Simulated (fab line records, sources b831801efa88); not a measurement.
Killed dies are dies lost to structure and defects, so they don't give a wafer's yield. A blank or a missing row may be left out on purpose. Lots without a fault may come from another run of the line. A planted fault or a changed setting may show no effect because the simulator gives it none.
One fault seen from 2 desks | flow sky130 | each desk has only its own numbers; what lay behind them comes last

THE TOOL OWNER'S DESK: furnace-02
The tool's own readings at SKY_GATE_OXIDE_OXIDATION_01 (stabilise 600 s, purge 300 s, target thk 10.268 nm): means of the sampled wafers that have a number, for each lot that ran on this tool. A lot is out of limits, marked OUT, if its mean lies more than 4 standard deviations from the usual mean; the brackets give that distance.
Columns: A = spike_tc_top_C at SKY_GATE_OXIDE_OXIDATION_01, usual 913.9 C
lot  | first seen here | A
L235 | day 12 19:41    | 913.4
L236 | day 13 01:09    | 913.4
L237 | day 13 09:22    | 912.9
L244 | day 17 04:32    | 913.7
L245 | day 17 04:32    | 913.5
L248 | day 17 18:22    | 912.7
This desk's finding: nothing out of limits on any of the 6 lots.

THE METROLOGY DESK
What the gauges read, lot by lot, whatever tool the lot ran on: means of the sampled wafers that have a number. A lot is out of limits, marked OUT, if its mean lies more than 4 standard deviations from the usual mean; the brackets give that distance.
Columns: A = GATE_OXIDE_OXIDATION_00_THK at SKY_GATE_OXIDE_THK_MEAS_02, usual 10.27 nm; B = LI_CONTACT_W_RS at SKY_LI_CONTACT_RS_MEAS_22, usual 0.283 ohm/sq; C = CONTACT_OVL at SKY_CONTACT_OVL_MEAS_15, usual -2 nm
lot  | first seen here | A               | B     | C
L235 | day 12 21:06    | 10.50           | 0.284 | 2
L236 | day 13 02:35    | 10.37           | 0.286 | -12
L237 | day 13 10:47    | 10.02           | 0.285 | 1
L240 | day 14 19:13    | 10.59           | 0.285 | -1
L244 | day 17 05:57    | 9.36 (-4.5) OUT | 0.281 | -6
L245 | day 17 05:57    | 9.41 (-4.3) OUT | 0.283 | -1
L247 | day 17 10:09    | 10.35           | 0.282 | -7
L246 | day 17 10:11    | 10.52           | 0.287 | 2
L248 | day 17 19:47    | 9.50            | 0.283 | 2
L250 | day 18 05:10    | 10.32           | 0.287 | -1
L252 | day 18 22:22    | 10.18           | 0.286 | -7
L253 | day 19 06:19    | 10.13           | 0.285 | 0
L255 | day 19 18:20    | 10.16           | 0.281 | -5
L256 | day 19 23:00    | 10.06           | 0.281 | 1
L257 | day 20 15:21    | 10.18           | 0.283 | 4
This desk's finding: out of limits on L244, L245; first on L244, day 17 05:57 (GATE_OXIDE_OXIDATION_00_THK at SKY_GATE_OXIDE_THK_MEAS_02). In limits: L235, L236, L237, L240, L247, L246, L248, L250, L252, L253, L255, L256, L257.

PUT TOGETHER
The metrology desk could have raised an alarm at day 17 05:57, on L244, L245.
The tool owner's desk saw nothing out of limits.
The tool owner's desk has L244, L245 on record, within its limits.
Of the lots named, all ran SKY_GATE_OXIDE_OXIDATION_01 on furnace-02.

WHAT THE SIMULATOR HAD PUT IN
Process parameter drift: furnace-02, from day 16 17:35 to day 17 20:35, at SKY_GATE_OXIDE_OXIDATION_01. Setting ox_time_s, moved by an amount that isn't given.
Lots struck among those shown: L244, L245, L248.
Hours from the fault's start to each desk's first reading out of limits: the metrology desk, 12.
